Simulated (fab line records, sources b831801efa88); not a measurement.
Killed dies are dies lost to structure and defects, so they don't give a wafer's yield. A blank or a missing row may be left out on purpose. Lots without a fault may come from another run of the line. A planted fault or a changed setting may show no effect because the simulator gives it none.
Split-lot experiment | flow gf180mcu | 5 lots, 23 wafers read, on a route of 602 steps

THE SPLIT
At GF_V5_CVD_00 (deposits SiO2, target thk 300 nm, time 50 s), the setting sih4_flow_sccm was moved away from the recipe's 60 sccm on 5 of the 23 wafers read, by -14.4% to +12.9%. The other wafers ran this setting at the recipe's value.

The file shows no step between the split and the reading.

THE READING
V5_CVD_00_THK, in nm, at GF_V5_THK_MEAS_01. Fault-free wafers of this fab line usually give 299.7 nm, standard deviation 2.6 nm.

wafer  | tool, chamber at the split | sih4_flow_sccm as run, sccm | against the recipe | V5_CVD_00_THK, nm | against lot-mates on the recipe
L074.2 | hdpcvd-01, 2               | 60                          | recipe             | 297.2             | -
L074.4 | hdpcvd-01, 1               | 60                          | recipe             | 299.2             | -
L074.6 | hdpcvd-01, 2               | 60                          | recipe             | 297.1             | -
L076.1 | hdpcvd-02, 1               | 51.38                       | -14.4%             | 253.1             | -43.9
L076.2 | hdpcvd-02, 0               | 60                          | recipe             | 296.8             | -
L076.3 | hdpcvd-02, 2               | 51.38                       | -14.4%             | 255.0             | -42.0
L076.5 | hdpcvd-02, 0               | 51.38                       | -14.4%             | 258.5             | -38.5
L076.6 | hdpcvd-02, 2               | 60                          | recipe             | 297.1             | -
L077.1 | hdpcvd-02, 1               | 60                          | recipe             | 302.6             | -
L077.3 | hdpcvd-02, 0               | 60                          | recipe             | 304.4             | -
L077.4 | hdpcvd-02, 2               | 60                          | recipe             | 302.4             | -
L077.5 | hdpcvd-02, 0               | 60                          | recipe             | 302.1             | -
L077.6 | hdpcvd-02, 1               | 60                          | recipe             | 301.0             | -
L081.2 | hdpcvd-02, 1               | 60                          | recipe             | 302.7             | -
L081.3 | hdpcvd-02, 0               | 60                          | recipe             | 302.2             | -
L081.4 | hdpcvd-02, 1               | 60                          | recipe             | 297.6             | -
L081.5 | hdpcvd-02, 0               | 60                          | recipe             | 300.5             | -
L081.6 | hdpcvd-02, 2               | 60                          | recipe             | 299.7             | -
L084.1 | hdpcvd-01, 2               | 60                          | recipe             | 303.3             | -
L084.2 | hdpcvd-01, 1               | 60                          | recipe             | 300.1             | -
L084.3 | hdpcvd-01, 0               | 60                          | recipe             | 295.0             | -
L084.4 | hdpcvd-01, 0               | 67.76                       | +12.9%             | 337.5             | +38.0
L084.5 | hdpcvd-01, 1               | 67.76                       | +12.9%             | 342.4             | +42.9

THE FIT
A straight line over all 23 wafers: V5_CVD_00_THK changes by +3.09 nm for each +1% of sih4_flow_sccm; r = +0.99; the points scatter about the line by 2.7 nm.
The same after taking each lot's own level away (the mean of its wafers on the recipe; 23 wafers): +2.98 nm for each +1%; r = +0.99; scatter 2.2 nm.
On that fit, the largest move of sih4_flow_sccm shifts the reading by 43 nm.
The lots' own levels span 296.95 to 302.50 nm, that is 2.1 times the standard deviation above.
So the lot-to-lot level changes the slope little: the two slopes agree.
Check: with one of the wafers moved furthest among these (-14.4%) left out of the fit, the line predicts -41.9 nm for it against its lot-mates. It came out at -43.9 nm against them.

OTHER SPLITS ON THESE WAFERS
These wafers also went through other splits before the reading. Each is held against what the fit with the lots' levels taken away leaves over:
other split on the same wafers | wafers away from the commonest value | r with V5_CVD_00_THK (lot level and that fit taken away)
GF_MIM_COAT_14 resist_thk_nm   | 8                                    | -0.16
GF_M5_EXPOSE_04 dose_mj        | 5                                    | +0.07
GF_M5_PEB_05 peb_temp_c        | 8                                    | -0.16

THE WHOLE CHAIN: every reading that the file lists as answering this split, in the file's order
step              | what it does                                | reading                                                                   | change (the file's fit)           | r (the file's)
GF_V5_CVD_00      | deposits SiO2, target thk 300 nm, time 50 s | SiO2_of_V5_CVD_00.thk_nm (the simulator's own value, which no gauge read) | +3 nm for each +1% of the setting | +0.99
GF_V5_THK_MEAS_01 |                                             | V5_CVD_00_THK                                                             | +2.99 for each +1% of the setting | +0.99

THE FILE'S OWN FIT
V5_CVD_00_THK changes by +2.99 nm for each +1% of sih4_flow_sccm, r = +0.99.
